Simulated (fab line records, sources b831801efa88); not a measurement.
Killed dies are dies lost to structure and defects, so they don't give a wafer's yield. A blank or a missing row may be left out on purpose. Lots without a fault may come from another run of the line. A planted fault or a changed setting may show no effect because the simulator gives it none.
A struck lot beside a sound one | flow sfq_line | 42 steps out of a route of 325
Sound: wafers L833.1, L833.5, L833.6. Struck: wafers L847.1, L847.6. (L847.4 of the same lot was not struck and is left out.) The cause comes at the end.
At each step with rows: each side's tool, then ch and its chambers, then its first start. Under that, the readings that differ: sound wafers | struck wafers | difference of the means | sigmas: that difference in standard deviations of wafers without a fault.
alike: readings whose means differ by less than 2 such deviations, and words and numbers that are the same on both sides. not compared: withheld readings, readings that some wafer has no value for, bounds like >300 that may hide the same value, and numbers for which the record gives no deviation and whose values overlap.
The two part at a step that has a row with sigmas, a row that says differs or no value, or rows on one side only. Numbers that don't overlap but have no deviation are shown without sigmas and don't part them. A reading that every wafer of one side lacks parts them only if that side has two wafers or more.

first, 3 steps without rows for these wafers: SFQ_TRILAYER_I4_VIA_LITHO_EXPOSE_104 (exposes mask I4, target cd 700 nm); SFQ_TRILAYER_I4_VIA_LITHO_PEB_106 (peb time 60 s); SFQ_TRILAYER_I4_VIA_LITHO_DEVELOP_105 (time 60 s).
SFQ_I4_OVL_MEAS_928:
  sound on overlay-01, day 51 13:52; struck on overlay-02, day 55 09:46
  reading     | sound   | struck | difference | sigmas
  I4_OVL (nm) | 2 10 11 | -3 -5  | -12        | -2
then, 1 step without rows for these wafers: SFQ_TRILAYER_I4_VIA_BARC_OPEN_VIA_ETCH_146 (etches BARC in O2, target depth 125 nm, time 41.7 s).
SFQ_TRILAYER_I4_VIA_ETCH_VIA_ETCH_106: etches SiO2 in CHF3, stops on Nb, target depth 260 nm.
  sound on rie_diel-02 ch 0,1,3, day 51 13:57; struck on rie_diel-04 ch 1,3, day 55 09:50
  alike: drypump_motor_current_A, oes_product_au
then, 6 steps without rows for these wafers: SFQ_TRILAYER_I4_VIA_STRIP_STRIP_107 (strips in O2); SFQ_TRILAYER_I4_VIA_STRIP_SOLV_CLEAN_108 (cleans in NMP, time 600 s); SFQ_TRILAYER_JJ_TRILAYER_DEP_PRE_CLEAN_113 (time 22.5 s); SFQ_TRILAYER_JJ_TRILAYER_DEP_SPUTTER_109 (material Nb, target thk 150 nm, time 100 s); SFQ_TRILAYER_JJ_TRILAYER_DEP_SPUTTER_110 (material Al, target thk 8 nm, time 10 s); SFQ_TRILAYER_JJ_TRILAYER_DEP_AL_OXIDATION_111 (oxidation time 600 s).
SFQ_TRILAYER_JJ_TRILAYER_DEP_SPUTTER_112: material Nb, target thk 170 nm, time 113.3 s.
  sound on pvd_sputter-06, day 51 15:58; struck on pvd_sputter-04, day 55 12:03
  reading                                                      | sound             | struck    | difference | sigmas
  model.Nb_of_TRILAYER_JJ_TRILAYER_DEP_SPUTTER_112.thk_nm (nm) | 170.2 171.8 174.2 | 107.2 105 | -66.0      |
  alike: throttle_valve_pct
SFQ_JJ_RS_MEAS_929: measures by four-point-probe.
  sound on film_metro-01, day 51 16:03; struck on film_metro-02, day 55 12:08
  reading           | sound             | struck      | difference | sigmas
  JJ_NB_RS (ohm/sq) | 1.048 1.037 1.022 | 1.677 1.711 | +0.658     | +51
then, 6 steps without rows for these wafers: SFQ_TRILAYER_JJ_CE_LITHO_COAT_119 (resist thk 62 nm); SFQ_TRILAYER_JJ_CE_LITHO_COAT_114 (resist thk 600 nm); SFQ_TRILAYER_JJ_CE_LITHO_SOFTBAKE_118; SFQ_TRILAYER_JJ_CE_LITHO_EXPOSE_115 (exposes mask J5, target cd 700 nm); SFQ_TRILAYER_JJ_CE_LITHO_PEB_117 (peb time 60 s); SFQ_TRILAYER_JJ_CE_LITHO_DEVELOP_116 (time 60 s).
-- the record jumps here: 4 days lie between the struck wafers' starts before and after --
SFQ_JJ_OVL_MEAS_931:
  sound on overlay-02, day 57 04:23; struck on overlay-02, day 59 14:52
  alike: J5_OVL
then, 2 steps without rows for these wafers: SFQ_TRILAYER_JJ_CE_METRO_MEASURE_117; SFQ_TRILAYER_JJ_CE_BARC_OPEN_RIE_150 (chemistry O2, target BARC, target depth 240 nm, time 80 s).
SFQ_TRILAYER_JJ_CE_ETCH_RIE_118: chemistry SF6, target Nb, stops on Al2O3, time 97.7 s, target depth 170 nm.
  sound on rie_metal-04 ch 1, day 57 05:49; struck on rie_metal-02 ch 0, day 59 16:11
  reading               | sound             | struck      | difference | sigmas
  oes_product_au (a.u.) | 0.988 0.994 1.004 | 0.767 0.763 | -0.230     | -26
  alike: drypump_motor_current_A
  not compared: rf_hours_counter_h
then, 1 step without rows for these wafers: SFQ_TRILAYER_JJ_ANODIZE_ANODIZE_119.
SFQ_TRILAYER_JJ_CE_STRIP_STRIP_120: strips in O2.
  sound on rie_metal-04 ch 1, day 57 06:31; struck on rie_metal-01 ch 1, day 59 16:48
  alike: drypump_motor_current_A, oes_product_au
  not compared: rf_hours_counter_h
then, 7 steps without rows for these wafers: SFQ_TRILAYER_JJ_CE_STRIP_SOLV_CLEAN_121 (cleans in NMP, time 600 s); SFQ_TRILAYER_M5_LITHO_COAT_128 (resist thk 62 nm); SFQ_TRILAYER_M5_LITHO_COAT_123 (resist thk 600 nm); SFQ_TRILAYER_M5_LITHO_SOFTBAKE_127; SFQ_TRILAYER_M5_LITHO_EXPOSE_124 (exposes mask M5, target cd 700 nm); SFQ_TRILAYER_M5_LITHO_PEB_126 (peb time 60 s); SFQ_TRILAYER_M5_LITHO_DEVELOP_125 (time 60 s).
-- the record jumps here: 5 days lie between the struck wafers' starts before and after --
SFQ_M5_OVL_MEAS_932:
  sound on overlay-02, day 61 21:34; struck on overlay-01, day 64 21:03
  alike: M5_OVL
then, 1 step without rows for these wafers: SFQ_TRILAYER_M5_BARC_OPEN_METAL_ETCH_161 (etches BARC in O2, target depth 125 nm, time 41.7 s).
SFQ_TRILAYER_M5_ETCH_METAL_ETCH_126: etches Nb in Cl2/BCl3, stops on SiO2, time 203.2 s, target depth 265 nm.
  sound on rie_metal-02 ch 0,1, day 61 21:40; struck on rie_metal-03 ch 0,1, day 64 21:09
  alike: drypump_motor_current_A, oes_product_au
  not compared: rf_hours_counter_h
then, 2 steps without rows for these wafers: SFQ_TRILAYER_M5_STRIP_STRIP_127 (strips in O2); SFQ_TRILAYER_M5_STRIP_SOLV_CLEAN_128 (cleans in NMP, time 600 s).
SFQ_TRILAYER_A5B_DEP_PECVD_129: deposits SiO2 from SiH4/N2O, time 133.33 s, target thk 600 nm.
  sound on pecvd-04 ch 0,1, day 61 22:38; struck on pecvd-04 ch 0,2, day 64 22:08
  alike: heater_power_w, showerhead_vpp_V, throttle_valve_pct
  not compared: since_wet_clean_h
SFQ_TRILAYER_A5B_CMP_CMP_130: polishes, stops on Nb, target thk 340.7 nm.
  sound on cmp-02 ch 2,3, day 61 23:14; struck on cmp-01 ch 0,3, day 64 23:46
  alike: motor_current_A
then, 1 step without rows for these wafers: SFQ_TRILAYER_A5B_METRO_MEASURE_131.
-- the record jumps here: 5 days lie between the struck wafers' starts before and after --
SFQ_TRILAYER_R5_ETCH_METAL_ETCH_139: etches the open film in Cl2, stops on SiO2, target depth 60 nm, time 40 s.
  sound on rie_metal-04 ch 0, day 62 06:23; struck on rie_metal-03 ch 0, day 69 14:58
  reading                                                      | sound           | struck      | difference | sigmas
  drypump_motor_current_A (A)                                  | 6.2 6.2 6.2     | 5.0 5.0     | -1.2       | -2
  model.Nb_of_TRILAYER_JJ_TRILAYER_DEP_SPUTTER_112.thk_nm (nm) | 160 161.6 164.1 | 97.32 95.07 | -65.71     |
  alike: oes_product_au
  not compared: rf_hours_counter_h

WHERE THEY PART
First at SFQ_I4_OVL_MEAS_928; last, within this record, at SFQ_TRILAYER_R5_ETCH_METAL_ETCH_139.

WHY: what the simulator had put in
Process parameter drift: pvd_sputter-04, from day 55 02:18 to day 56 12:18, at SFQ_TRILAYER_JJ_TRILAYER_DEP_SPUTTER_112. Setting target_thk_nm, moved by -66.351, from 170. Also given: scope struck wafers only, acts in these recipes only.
